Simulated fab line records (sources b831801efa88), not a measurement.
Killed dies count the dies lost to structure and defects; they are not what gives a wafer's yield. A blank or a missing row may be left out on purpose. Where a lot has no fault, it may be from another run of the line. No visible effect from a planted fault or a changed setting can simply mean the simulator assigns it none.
fab line records | flow sky130
record: lots: 5 | wafers: 15 | lastDay: 50
route steps=708 shown METAL2@497 VIA2@507 METAL3@532 CAPM@537 PAD_OPEN@708
lots with no fault: from the same line, run without faults
startH: hours from the record's opening day to when the first of the lot's shown wafers began | waitH: how many hours have passed since the lot's step before this one | " as in the row above | L1.1+2: several wafers, shown together as one row | - no value present, or no start provided | * or withheld: withheld | < > ~ a bound
route shown NAME@n: names a module that has steps shown in the file, with the first one's number in the route | usual: mean/standard deviation taken from wafers without a fault | same: alike in all rows | chamber/n: place in a boat | sites: readings site by site | _std_site: the standard deviation of these | _edge_site: outer sites' mean less inner sites' | radiusMm: how far each site lies from the wafer's centre | mask NAME#n: copy n | behind: the tool/chamber that last shaped the wafer | hold: reason for holding the lot/hours on hold/outcome of the hold | device: whichever transistor did not switch (one of n, p or np) | end of line: the same wafers' tests at the end of the route | a step given without rows: its recipe and nothing more | killed: count of dies lost to structure and defects at first sort (not the wafer's yield) | map: the dies of a wafer, with x for killed, . for not killed, _ for no die there
set.NAME: setting as actually run; set.NAME@STEP: the setting as run at that earlier step | model.NAME: the simulator's own value behind a step, which no gauge read
a table for each step, a row for each wafer; lots at some steps of the route
services: from which hour (startH, from the record's first day; less than 0 if before it) a tool's chamber was out of use, for how many hours, and why
== steps ==
step: SKY_METAL2_DEVELOP_14
recipe: developTimeS: 60 | resist: KrF-thick | devTempC: 21
step: SKY_METAL2_DESCUM_17
recipe: chemistry: O2 | sourcePowerW: 150 | biasPowerW: 0 | pressureMtorr: 10 | tempC: 40 | timeS: 8
step: SKY_METAL2_ETCH_18
recipe: chemistry: N2/H2 | target: BARC | ionEnergyEv: 200 | biasW: 100 | pressureMtorr: 30 | n2FlowSccm: 100 | h2FlowSccm: 200 | icpW: 500 | stopOn: SiO2 | timeS: 45.9 | targetDepthA: 600
step: SKY_METAL2_METAL_ETCH_19
recipe: targetDepthA: 3600 | stopOn: SiO2 | overEtchFrac: 0.3 | timeS: 78 | chemistry: Cl2/BCl3 | resistSidewallDeg: 88 | pressureMtorr: 10 | icpW: 900 | biasW: 48.5 | Cl2_flow_sccm: 60 | bcl3FlowSccm: 30
step: SKY_METAL2_STRIP_20
recipe: chemistry: O2/N2 | powerW: 1400 | pressureMtorr: 1500 | platenTempC: withheld | o2FlowSccm: 3000 | n2FlowSccm: 300 | overashFraction: 0.5
step: SKY_METAL2_STRIP_21
recipe: chemistry: postEtchResidueRemover | timeS: 1200 | tempC: 72.5
step: SKY_METAL2_CLEAN_22
recipe: chemistry: IPA | timeS: 180 | tempC: 25
step: SKY_METAL2_CLEAN_23
recipe: chemistry: O3/DIW | dry: n2Spin
step: SKY_VIA2_HDPCVD_00
recipe: material: SiO2 | targetThkNm: 1180 | sigmaOpenFrac: 0.3 | timeS: 196.7 | tempC: 400 | sih4FlowSccm: 60 | pressureMtorr: 6
step: SKY_VIA2_CMP_02
recipe: material: SiO2 | downForcePsi: 4 | platenRpm: 60 | padVelocityMS: 0.94248
usual: motorCurrentA: 11.8/0.96
lot.wafer | tool   | chamber | startH | waitH | motorCurrentA | model.SiO2_of_VIA2_HDPCVD_00.thkNm
L187.4    | cmp-01 | 0       | 829.41 | 0.1   | 12.8          | 496.2
L187.3    | "      | 1       | "      | "     | 10.6          | 497.2
L187.5    | "      | 0       | "      | "     | 12.8          | 495.7
L193.4    | cmp-01 | 1       | 889.47 | 0.1   | 11.1          | 445.1
L193.1    | "      | 2       | "      | "     | 13.5          | 445.9
L193.3    | "      | 3       | "      | "     | 11.1          | 445.3
L195.4    | cmp-01 | 0       | 891.64 | 0.1   | 13.2          | 444.7
L195.2    | "      | 2       | "      | "     | 13.2          | 445.1
L195.5    | "      | 0       | "      | "     | 13.1          | 445.4
L198.1    | cmp-01 | 2       | 917.02 | 0.1   | 14.0          | 443.8
L198.3    | "      | 3       | "      | "     | 11.7          | 444.2
L198.6    | "      | 1       | "      | "     | 11.1          | 444.1
L207.2    | cmp-02 | 0       | 992.83 | 2.7   | 11.8          | 493.5
L207.4    | "      | 1       | "      | "     | 11.1          | 492.6
L207.6    | "      | 0       | "      | "     | 11.9          | 493.2
step: SKY_VIA2_DEHYDRATE_04
recipe: tempC: 200 | timeS: 60
step: SKY_VIA2_HMDS_05
recipe: primeTimeS: 60 | primeTempC: 120
step: SKY_VIA2_COAT_06
recipe: resist: BARC | tempC: withheld | timeS: withheld | spinRpm: 3000 | resistThkNm: 60
step: SKY_VIA2_COAT_07
recipe: resist: KrF-thick | spinRpm: 3000 | resistThkNm: 458.6
step: SKY_VIA2_SOFTBAKE_08
recipe: tempC: 100 | timeS: 90 | resist: KrF-thick
step: SKY_VIA2_EXPOSE_09
recipe: maskId: VIM2 | na: 0.8 | sourceShape: annular | sigmaInner: 0.55 | sigmaOuter: 0.85 | targetCdNm: 200 | doseMj: 38
step: SKY_VIA2_PEB_10
recipe: pebTempC: withheld | pebTimeS: withheld | resist: KrF-thick
step: SKY_VIA2_DEVELOP_11
recipe: developTimeS: 60 | resist: KrF-thick | devTempC: 20.14
step: SKY_VIA2_ETCH_14
recipe: chemistry: N2/H2 | target: BARC | ionEnergyEv: 200 | sourceW: 500 | biasW: 100 | pressureMtorr: 30 | n2FlowSccm: 100 | h2FlowSccm: 200 | stopOn: SiO2 | timeS: 45.9 | targetDepthA: 600
step: SKY_VIA2_ETCH_15
recipe: target: SiO2 | chemistry: C4F8/O2/Ar | targetDepthNm: 546 | stopOn: TiN | maskMaterial: KrF-thick | sourceW: 1500 | biasW: 1200 | pressureMtorr: 40 | c4f8FlowSccm: withheld | O2_flow_sccm: 6 | Ar_flow_sccm: 300 | timeS: 84
usual: oesProductAu: 0.939/0.0041
lot.wafer | tool       | chamber | startH  | waitH | oesProductAu | rfHoursCounterH | model.VIA2.featureDepthNm | model.etch.depthNm
L187.3    | rieDiel-03 | 1       | 855.21  | 0.0   | 0.942        | 10              | 497.2                     | 497.2
L187.4    | "          | 3       | "       | "     | 0.940        | 2               | 496.2                     | 496.2
L187.5    | "          | 2       | "       | "     | 0.948        | -               | 495.7                     | 495.7
L193.1    | rieDiel-01 | 0       | 915.59  | 0.0   | 0.879        | 2               | 445.9                     | 445.9
L193.3    | "          | 1       | "       | "     | 0.887        | 10              | 445.3                     | 445.3
L193.4    | "          | 3       | "       | "     | 0.889        | 5               | 445.1                     | 445.1
L195.2    | rieDiel-03 | 1       | 917.41  | 0.0   | 0.885        | 11              | 445.1                     | 445.1
L195.4    | "          | 0       | "       | "     | 0.882        | 6               | 444.7                     | 444.7
L195.5    | "          | 3       | "       | "     | 0.881        | -               | 445.4                     | 445.4
L198.1    | rieDiel-03 | 3       | 941.46  | 0.0   | 0.883        | 4               | 443.8                     | 443.8
L198.3    | "          | 2       | "       | "     | 0.882        | 14              | 444.2                     | 444.2
L198.6    | "          | 0       | "       | "     | 0.883        | -               | 444.1                     | 444.1
L207.2    | rieDiel-03 | 0       | 1014.91 | 0.0   | 0.938        | 9               | 493.5                     | 493.5
L207.4    | "          | 1       | "       | "     | 0.933        | 14              | 492.6                     | 492.6
L207.6    | "          | 0       | "       | "     | 0.936        | -               | 493.2                     | 493.2
step: SKY_VIA2_STRIP_16
recipe: chemistry: O2/N2 | powerW: 1400 | pressureMtorr: 1500 | platenTempC: withheld | o2FlowSccm: 3000 | n2FlowSccm: 300 | overashFraction: 0.5
step: SKY_VIA2_STRIP_17
recipe: chemistry: postEtchResidueRemover | timeS: 1200 | tempC: 72.5
step: SKY_VIA2_CLEAN_18
recipe: chemistry: IPA | timeS: 180 | tempC: 25
step: SKY_VIA2_CLEAN_19
recipe: chemistry: O3/DIW | dry: n2Spin
step: SKY_VIA2_SPUTTER_20
recipe: material: TiN | targetThkNm: 20 | chamberPressurePa: 5 | powerW: 4000 | timeS: 80
step: SKY_VIA2_CVD_21
recipe: material: W | targetThkNm: 420 | timeS: 126.4 | tempC: 400 | pressureTorr: 40
step: SKY_VIA2_CMP_24
recipe: stopOn: SiO2 | tOverpolishS: 20 | downForcePsi: 3.5 | platenRpm: 60 | targetThkNm: 0 | padVelocityMS: 0.94248
step: SKY_METAL3_SPUTTER_00
recipe: material: Ti | targetThkNm: 15 | powerW: 3000 | timeS: 10 | chamberPressurePa: 0.4
step: SKY_METAL3_SPUTTER_01
recipe: material: TiN | targetThkNm: 20 | powerW: 6500 | timeS: 16.7 | chamberPressurePa: 0.4
step: SKY_METAL3_SPUTTER_02
recipe: material: AlCu | targetThkNm: 735 | powerW: 10600 | timeS: 39.1 | chamberPressurePa: 0.4
step: SKY_METAL3_SPUTTER_03
recipe: material: Ti | targetThkNm: 5 | powerW: 3000 | timeS: 3.3 | chamberPressurePa: 0.4
step: SKY_METAL3_SPUTTER_04
recipe: material: TiN | targetThkNm: 70 | powerW: 6500 | timeS: 58.3 | chamberPressurePa: 0.4
step: SKY_CAPM_CVD_00
recipe: material: SiO2 | targetThkNm: 15.5 | tempC: 400 | timeS: withheld | rfW: 450
step: SKY_METAL3_METAL_ETCH_18
recipe: targetDepthA: 8450 | stopOn: SiO2 | overEtchFrac: 0.3 | timeS: 183.1 | chemistry: Cl2/BCl3 | resistSidewallDeg: 88 | pressureMtorr: 10 | icpW: 900 | biasW: 48.5 | Cl2_flow_sccm: 60 | bcl3FlowSccm: 30
usual: drypumpMotorCurrentA: 5.7/0.44 | oesProductAu: 0.866/0.0061 | throttleValvePct: 22.265/0.0089
lot.wafer | tool        | chamber | startH  | waitH | drypumpMotorCurrentA | oesProductAu | rfHoursCounterH | throttleValvePct | model.SiO2_of_VIA2_HDPCVD_00.thkNm
L187.3    | rieMetal-02 | 1       | 908.77  | 0.1   | 5.1                  | 0.871        | -               | 22.258           | 467.3
L187.4    | "           | 0       | "       | "     | 4.8                  | 0.870        | -               | 22.261           | 466.2
L187.5    | "           | 0       | "       | "     | 4.8                  | 0.863        | -               | 22.279           | 465.8
L193.1    | rieMetal-04 | 0       | 965.98  | 0.0   | 5.7                  | 0.868        | 11              | 22.259           | 416.4
L193.3    | "           | 0       | "       | "     | 5.7                  | 0.881        | -               | 22.269           | 415.5
L193.4    | "           | 1       | "       | "     | 6.0                  | 0.869        | -               | 22.264           | 415.2
L195.2    | rieMetal-03 | 1       | 968.51  | 0.0   | 6.3                  | 0.865        | 5               | 22.270           | 414.9
L195.4    | "           | 0       | "       | "     | 5.4                  | 0.852        | -               | 22.263           | 414.9
L195.5    | "           | 1       | "       | "     | 6.3                  | 0.864        | -               | 22.270           | 415.5
L198.1    | rieMetal-04 | 0       | 991.67  | 0.0   | 5.7                  | 0.869        | 12              | 22.256           | 414.6
L198.3    | "           | 1       | "       | "     | 6.0                  | 0.865        | -               | 22.275           | 414.7
L198.6    | "           | 1       | "       | "     | 6.0                  | 0.862        | -               | 22.267           | 414.3
L207.2    | rieMetal-04 | 0       | 1061.92 | 0.0   | 5.7                  | 0.860        | 16              | 22.263           | 464
L207.4    | "           | 1       | "       | "     | 6.1                  | 0.867        | -               | 22.263           | 462.6
L207.6    | "           | 0       | "       | "     | 5.7                  | 0.860        | -               | 22.247           | 463.6
step: SKY_PAD_OPEN_PROBE_99
usual: defectLimitedYield: 82.5/1.9 | killed_at_M0_to_M3: 44/7.2 | killed_at_M4_up: 3.0/1.8 | killedAtContacts: 24/5.4 | killedAtFrontEnd: 14/4.4 | killedAtOther: 0.4/0.64 | killedDies: 86/9.4 | killedOpen: 47/7.7 | killedShort: 39/5.8 | sort_bin_3_pad_short: 0.9/0.38 | sort_bin_5_function: 10.3/1.4 | sort_bin_6_memory: 6.4/1.2 | sortNPass: 406/9.4 | sortYieldPct: 82.5/1.9
same: grossDies: 492 | killedAtBackSide: 0 | sort_bin_4_leakage[%]: 0 | sort_bin_8_speed[%]: 0
lot.wafer | tool      | chamber | startH  | waitH | defectLimitedYield[%] | killed_at_M0_to_M3 | killed_at_M4_up | killedAtContacts | killedAtFrontEnd | killedAtOther | killedDies | killedOpen | killedShort | sort_bin_3_pad_short[%] | sort_bin_5_function[%] | sort_bin_6_memory[%] | sortNPass | sortYieldPct[%]
L193.1    | prober-02 | -       | 1130.20 | 0.1   | 80.1                  | 50                 | 1               | 27               | 20               | 0             | 98         | 54         | 44          | 1.8                     | 10.4                   | 7.7                  | 394       | 80.1
L193.3    | prober-02 | -       | 1130.30 | 0.2   | 79.1                  | 47                 | 3               | 37               | 16               | 0             | 103        | 55         | 48          | 0.8                     | 12.0                   | 8.1                  | 389       | 79.1
L193.4    | prober-02 | -       | 1130.35 | 0.2   | 81.9                  | 41                 | 0               | 29               | 18               | 1             | 89         | 43         | 46          | 1.2                     | 10.0                   | 6.9                  | 403       | 81.9
killed by level:class
L193.1 CONTACT:geometricParticle:open=13 VIA1:geometricParticle:open=9 FIELD_ISO:geometricParticle:short=8 VIA3:geometricParticle:open=8 FIELD_ISO:geometricParticle:open=7 METAL3:geometricParticle:short=7 VIA1:geometricParticle:short=7 LI_CONTACT:geometricParticle:open=6
L193.3 LI_CONTACT:geometricParticle:open=13 CONTACT:geometricParticle:open=10 VIA1:geometricParticle:open=10 CONTACT:geometricParticle:short=7 VIA3:geometricParticle:open=6 VIA1:geometricParticle:short=5 VIA2:geometricParticle:open=5 METAL2:geometricParticle:short=5
L193.4 CONTACT:geometricParticle:open=14 LOCAL_INTERCONNECT:geometricParticle:short=9 FIELD_ISO:geometricParticle:open=8 METAL1:geometricParticle:short=7 VIA1:geometricParticle:open=7 FIELD_ISO:geometricParticle:short=6 METAL3:geometricParticle:short=6 VIA3:geometricParticle:open=5
== services ==
tool        | chamber | startH  | hours | kind
rieDiel-01  | 0       | 806.01  | 16.1  | repair
rieDiel-03  | 3       | 845.05  | 2.0   | repair
rieMetal-02 | 0       | 854.29  | 30.0  | repair
cmp-01      | -       | 861.58  | 4.8   | pm
rieDiel-01  | -       | 863.41  | 0.3   | repair
rieDiel-03  | 2       | 869.44  | 5.7   | repair
cmp-01      | -       | 884.46  | 1.6   | repair
rieDiel-03  | 1       | 891.68  | 16.5  | repair
rieDiel-01  | 0       | 893.94  | 7.2   | repair
cmp-02      | -       | 895.34  | 0.5   | repair
cmp-01      | -       | 901.76  | 2.8   | repair
cmp-02      | -       | 918.87  | 4.0   | pm
cmp-02      | -       | 956.10  | 3.6   | pm
rieMetal-04 | -       | 967.80  | 1.4   | repair
cmp-02      | -       | 983.60  | 8.9   | pm
rieMetal-02 | -       | 994.45  | 1.2   | repair
rieDiel-01  | 2       | 997.33  | 4.7   | repair
rieMetal-02 | 1       | 998.34  | 22.1  | repair
rieDiel-01  | 0       | 998.51  | 10.7  | repair
cmp-02      | -       | 1013.64 | 2.5   | repair
rieDiel-03  | 1       | 1019.52 | 4.4   | repair
rieDiel-03  | 3       | 1021.57 | 12.0  | repair
rieDiel-03  | -       | 1032.03 | 0.6   | repair
cmp-01      | -       | 1037.63 | 0.6   | repair
== key ==
firstSign: step: SKY_VIA2_ETCH_15 | reading: oesProductAu | direction: down | sigmas: 13 | usual: 0.939 | struck: 0.883
effect none on later readings
modelEffect: step: SKY_VIA2_CMP_02 | value: SiO2_of_VIA2_HDPCVD_00.thkNm | without: 494.4 | struck: 444.9
modelEffect: step: SKY_VIA2_ETCH_15 | value: VIA2.featureDepthNm | without: 494.4 | struck: 444.9
modelEffect: step: SKY_METAL3_METAL_ETCH_18 | value: SiO2_of_VIA2_HDPCVD_00.thkNm | without: 464.6 | struck: 415.1
metAt SKY_VIA2_CMP_02
struckWafers L193.1,L193.3,L193.4,L195.2,L195.4,L195.5,L198.1,L198.3,L198.6
onsetBetween 829.41 889.47
fault: kind: processParameterDrift | tool: cmp-01 | chamber: - | onsetH: 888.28 | steps: SKY_VIA2_CMP_02 | channel: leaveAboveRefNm | offset: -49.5 | shape: step | endH: 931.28 | actsIn: theseRecipesOnly | stated: 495
